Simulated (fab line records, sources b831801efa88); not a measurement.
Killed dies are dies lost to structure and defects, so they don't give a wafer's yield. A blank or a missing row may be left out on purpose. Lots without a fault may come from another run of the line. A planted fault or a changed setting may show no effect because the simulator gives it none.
fab line records | flow sky130 | part 2 of 2: steps 27 to 35 of 35
record lots=5 wafers=15 last_day=49
route steps=708 shown VIA3@581 METAL4@598 CAP2M@603
lots that met no fault: from a run of the same line without faults
start_h: hours from the record's first day to the start of the lot's first wafer shown | wait_h: hours since the lot's step before | " the same as in the row above | L1.1+2: a row that stands for several wafers | - no value, or no start given | * or withheld: withheld | < > ~ a bound
route shown NAME@n: a module of which the file shows steps, and the number in the route of the first | usual: mean/standard deviation of fault-free wafers | same: alike in all rows | chamber/n: place in a boat | sites: the reading at each site | _std_site: their standard deviation | _edge_site: outer sites' mean less inner sites' | radius_mm: how far each site lies from the wafer's centre | mask NAME#n: copy n | behind: the tool/chamber that last shaped the wafer | hold: why the lot was held/for how many hours/how that ended | device: the transistor (n, p or np) that didn't switch | end of line: the same wafers' tests at the end of the route | a step without rows: its recipe alone | killed: dies lost to structure and defects at the first sort, not the wafer's yield | map: a wafer's dies, x killed, . not, _ none there
set.NAME: the setting as run; set.NAME@STEP: as run at that earlier step | model.NAME: the simulator's own value behind a step, which no gauge read
lots at some steps of the route; a table a step, a row a wafer
services: from which hour (start_h, from the record's first day; less than 0 if before it) a tool's chamber was out of use, for how many hours, and why
## steps
# step SKY_CAP2M_THK_MEAS_04
# recipe thk_meas_gauge=xrf reads=TiN_of_CAP2M_SPUTTER_02
# usual CAP2M_TIN_THK=200.0/2.6
# columns lot.wafer tool chamber start_h wait_h CAP2M_TIN_THK[nm]
L076.1 film_metro-04 - 943.97 0.1 201.7
L076.2 " - " " 198.1
L076.5 " - " " 200.1
L080.1 film_metro-04 - 981.62 0.1 199.5
L080.2 " - " " 196.0
L080.6 " - " " 201.5
L084.3 film_metro-01 - 1025.22 0.1 197.8
L084.4 " - " " 200.4
L084.6 " - " " 198.7
L086.1 film_metro-01 - 1031.63 0.1 202.2
L086.3 " - " " 200.3
L086.4 " - " " 203.1
L090.2 film_metro-03 - 1044.81 0.1 198.6
L090.5 " - " " 196.5
L090.6 " - " " 197.3
# step SKY_CAP2M_DEHYDRATE_05
# recipe temp_c=200 time_s=60
# usual chill_plate_temp_C=23.00/0.097 exhaust_pa=44.8/0.93
# columns lot.wafer tool chamber start_h wait_h chill_plate_temp_C exhaust_pa
L076.1 litho_track-03 0 956.12 12.1 23.07 43.2
L076.2 " 0 " " 22.99 44.0
L076.5 " 0 " " 22.97 43.3
L080.1 litho_track-04 0 991.96 10.3 23.03 44.3
L080.2 " 0 " " 22.91 44.5
L080.6 " 0 " " 22.95 45.0
L084.3 litho_track-04 0 1035.41 10.2 23.06 45.6
L084.4 " 0 " " 23.05 46.8
L084.6 " 0 " " 23.05 47.0
L086.1 litho_track-03 0 1041.87 10.2 22.96 44.5
L086.3 " 0 " " 22.94 42.9
L086.4 " 0 " " 23.06 42.3
L090.2 litho_track-03 0 1054.95 10.1 23.12 44.6
L090.5 " 0 " " 23.11 43.7
L090.6 " 0 " " 22.97 44.6
# step SKY_CAP2M_HMDS_06
# recipe prime_time_s=60 prime_temp_c=120
# usual chill_plate_temp_C=23.03/0.11 exhaust_pa=45.2/0.97
# columns lot.wafer tool chamber start_h wait_h chill_plate_temp_C exhaust_pa
L076.1 litho_track-03 0 956.27 0.1 23.04 47.2
L076.2 " 0 " " 22.94 46.8
L076.5 " 0 " " 23.09 45.9
L080.1 litho_track-04 0 992.11 0.1 22.96 43.9
L080.2 " 0 " " 22.98 45.2
L080.6 " 0 " " 23.03 44.4
L084.3 litho_track-04 0 1035.56 0.1 23.15 44.1
L084.4 " 0 " " 23.06 43.8
L084.6 " 0 " " 23.06 46.0
L086.1 litho_track-03 0 1042.02 0.1 23.10 45.4
L086.3 " 0 " " 22.93 43.8
L086.4 " 0 " " 22.99 44.3
L090.2 litho_track-03 0 1055.10 0.1 23.19 45.9
L090.5 " 0 " " 22.91 45.2
L090.6 " 0 " " 22.91 46.9
# step SKY_CAP2M_COAT_07
# recipe resist=NOVOLAK spin_rpm=3000 resist_thk_nm=1140
# usual chill_plate_temp_C=23.02/0.099 dispense_pressure_kPa=51.4/1.7 exhaust_pa=45.2/0.94
# columns lot.wafer tool chamber start_h wait_h chill_plate_temp_C dispense_pressure_kPa exhaust_pa
L076.1 litho_track-03 0 956.42 0.1 23.21 49.2 44.9
L076.2 " 0 " " 23.09 49.2 45.3
L076.5 " 0 " " 23.23 49.2 44.9
L080.1 litho_track-04 0 992.26 0.1 23.01 51.8 46.7
L080.2 " 0 " " 23.17 51.8 45.7
L080.6 " 0 " " 23.00 51.8 44.9
L084.3 litho_track-04 0 1035.71 0.1 23.15 51.8 43.5
L084.4 " 0 " " 22.98 51.8 44.7
L084.6 " 0 " " 23.00 51.8 44.3
L086.1 litho_track-03 0 1042.17 0.1 23.04 49.2 46.2
L086.3 " 0 " " 22.97 49.1 46.6
L086.4 " 0 " " 22.93 49.2 45.6
L090.2 litho_track-03 0 1055.25 0.1 23.12 49.2 45.9
L090.5 " 0 " " 23.06 49.2 44.2
L090.6 " 0 " " 22.93 49.1 45.2
# step SKY_CAP2M_SOFTBAKE_08
# recipe temp_c=90 time_s=60 resist=NOVOLAK
# usual chill_plate_temp_C=23.00/0.12 exhaust_pa=44.9/0.84
# columns lot.wafer tool chamber start_h wait_h chill_plate_temp_C exhaust_pa
L076.1 litho_track-03 0 956.57 0.1 22.70 43.8
L076.2 " 0 " " 22.92 43.4
L076.5 " 0 " " 22.79 43.7
L080.1 litho_track-04 0 992.41 0.1 22.93 46.5
L080.2 " 0 " " 22.96 46.0
L080.6 " 0 " " 22.92 45.1
L084.3 litho_track-04 0 1035.86 0.1 22.94 44.5
L084.4 " 0 " " 23.03 44.8
L084.6 " 0 " " 23.07 44.5
L086.1 litho_track-03 0 1042.32 0.1 23.21 44.5
L086.3 " 0 " " 23.02 46.3
L086.4 " 0 " " 23.05 44.9
L090.2 litho_track-03 0 1055.40 0.1 22.84 44.4
L090.5 " 0 " " 23.05 46.3
L090.6 " 0 " " 22.85 43.8
# step SKY_CAP2M_EXPOSE_09
# recipe mask_id=CAP2M na=0.6 source_shape=conventional sigma_outer=0.6 polarization=unpolarized target_cd_nm=1000 dose_mj=159
# columns lot.wafer tool chamber start_h wait_h mask
L076.1+2+5 iline_stepper-02 0 - - CAP2M#0
L080.1+2+6 iline_stepper-01 0 - - CAP2M#0
L084.3+4+6 iline_stepper-02 0 - - CAP2M#0
L086.1+3+4 iline_stepper-02 0 - - CAP2M#0
L090.2+5+6 iline_stepper-01 0 - - CAP2M#0
# step SKY_CAP2M_PEB_10
# recipe temp_c=withheld time_s=* resist=NOVOLAK
# usual chill_plate_temp_C=* exhaust_pa=44.8/0.88
# columns lot.wafer tool chamber start_h wait_h chill_plate_temp_C exhaust_pa
L076.1 litho_track-04 0 - - * 45.4
L076.2 " 0 " " * 43.7
L076.5 " 0 " " * 45.6
L080.1 litho_track-03 0 - - * 46.0
L080.2 " 0 " " * 44.9
L080.6 " 0 " " * 43.1
L084.3 litho_track-03 0 - - * 46.3
L084.4 " 0 " " * 44.8
L084.6 " 0 " " * 45.5
L086.1 litho_track-03 0 - - * 43.9
L086.3 " 0 " " * 44.2
L086.4 " 0 " " * 42.2
L090.2 litho_track-04 0 - - * 45.1
L090.5 " 0 " " * 45.4
L090.6 " 0 " " * 45.4
# step SKY_CAP2M_DEVELOP_11
# recipe resist=NOVOLAK developer=TMAH develop_time_s=60 dev_temp_c=23
# usual chill_plate_temp_C=23.01/0.12 exhaust_pa=44.9/0.89
# columns lot.wafer tool chamber start_h wait_h chill_plate_temp_C exhaust_pa
L076.1 litho_track-04 0 967.41 0.1 23.09 44.8
L076.2 " 0 " " 23.19 45.6
L076.5 " 0 " " 22.88 43.7
L080.1 litho_track-03 0 1004.12 0.1 23.05 43.9
L080.2 " 0 " " 22.99 42.9
L080.6 " 0 " " 23.05 45.4
L084.3 litho_track-03 0 1046.67 0.1 23.11 46.5
L084.4 " 0 " " 22.91 44.9
L084.6 " 0 " " 23.18 44.0
L086.1 litho_track-03 0 1053.17 0.1 23.03 45.0
L086.3 " 0 " " 23.12 44.5
L086.4 " 0 " " 22.90 44.4
L090.2 litho_track-04 0 1066.08 0.1 23.09 45.2
L090.5 " 0 " " 22.96 46.2
L090.6 " 0 " " 23.11 44.8
# step SKY_CAP2M_OVL_MEAS_12
# usual CAP2M_OVL=-0.4/1.5
# columns lot.wafer tool chamber start_h wait_h CAP2M_OVL[nm]
L076.1 overlay-02 - 967.56 0.1 0.2
L076.2 " - " " -0.6
L076.5 " - " " 1.5
L080.1 overlay-01 - 1004.27 0.1 -2.6
L080.2 " - " " -1.4
L080.6 " - " " -4.2
L084.3 overlay-01 - 1046.78 0.1 -0.1
L084.4 " - " " -1.0
L084.6 " - " " -0.5
L086.1 overlay-02 - 1053.32 0.1 2.2
L086.3 " - " " 0.2
L086.4 " - " " -0.4
L090.2 overlay-01 - 1066.21 0.1 -1.4
L090.5 " - " " -1.4
L090.6 " - " " -2.7
## services
# columns tool chamber start_h hours kind
krf_scanner-02 - 908.88 1.3 pm
rie_diel-01 0 911.41 9.7 repair
cmp-02 - 912.00 4.0 pm
cmp-02 - 919.46 5.2 repair
pvd_sputter-03 - 920.64 3.4 repair
krf_scanner-02 - 931.12 2.7 repair
pvd_sputter-03 - 933.30 1.5 repair
krf_scanner-02 - 945.86 1.0 pm
plasma_asher-01 - 960.62 4.3 pm
pvd_sputter-04 - 963.24 1.5 repair
iline_stepper-01 - 969.29 1.7 pm
krf_scanner-01 - 974.53 1.0 pm
cmp-01 - 981.87 5.2 pm
krf_scanner-02 - 991.04 2.4 repair
iline_stepper-01 - 1002.85 4.4 pm
pvd_sputter-02 - 1011.12 0.8 repair
iline_stepper-02 - 1012.56 1.7 pm
cmp-02 - 1012.63 4.0 repair
pecvd-01 0 1032.82 3.6 repair
krf_scanner-02 - 1042.39 0.2 repair
rie_diel-01 1 1047.35 1.2 repair
cvd_w-02 - 1052.59 6.0 pm
iline_stepper-02 - 1055.26 4.4 pm
rie_diel-01 - 1058.71 5.7 repair
